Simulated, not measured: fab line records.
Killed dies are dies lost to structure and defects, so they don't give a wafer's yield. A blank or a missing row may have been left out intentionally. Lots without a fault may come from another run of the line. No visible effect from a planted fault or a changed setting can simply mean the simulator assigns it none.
Chamber matching + flow gf180mcu + GF_V3_CMP_26 on cmp-01 has 4 sister chambers
The step polishes, stops on SiO2, t overpolish 15 s, target thk 0 nm. 4 wafers are shown with their chamber, then 9 later ones without.

## WAFERS WITH THEIR CHAMBER
| wafer  | chamber | motor_current_A (A) |
|--------|---------|---------------------|
| L372.4 | 1       | 11.5                |
| L372.6 | 0       | 9.8                 |
| L373.1 | 2       | 12.0                |
| L373.2 | 3       | 11.3                |

## WAFERS WITHOUT THEIR CHAMBER
| wafer  | motor_current_A (A) |
|--------|---------------------|
| L373.4 | 9.0                 |
| L374.2 | 11.9                |
| L374.3 | 9.6                 |
| L374.6 | 9.9                 |
| L377.1 | 11.6                |
| L377.3 | 12.2                |
| L382.1 | 11.8                |
| L382.3 | 11.0                |
| L382.6 | 11.8                |

## EACH ONE'S CHAMBER
| wafer  | from the rows above          | in truth |
|--------|------------------------------|----------|
| L373.4 | 0                            | 0        |
| L374.2 | can't be placed: 2 or 1 or 3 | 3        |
| L374.3 | 0                            | 0        |
| L374.6 | 0                            | 0        |
| L377.1 | can't be placed: 1 or 3 or 2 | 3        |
| L377.3 | can't be placed: 2 or 1      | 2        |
| L382.1 | can't be placed: 2 or 1 or 3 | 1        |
| L382.3 | can't be placed: 3 or 1      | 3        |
| L382.6 | can't be placed: 2 or 1 or 3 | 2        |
Placed correctly: 3 of 9. Can't be placed from these rows: 6 (the true chamber is among the candidates in 6). Placed wrongly: 0.
How it was worked out, from the rows above alone: a wafer's distance from a chamber is the root of the sum, over the readings, of the square of ((its reading less the chamber's mean) divided by the reading's scatter). If the next closest chamber is less than 2 further off than the closest, the wafer can't be placed; otherwise it belongs to the closest. A chamber's mean is the mean of its shown wafers. The scatter (one wafer shown for each chamber): square how far every hidden wafer sits from the nearest shown wafer, average those squares and take the square root.
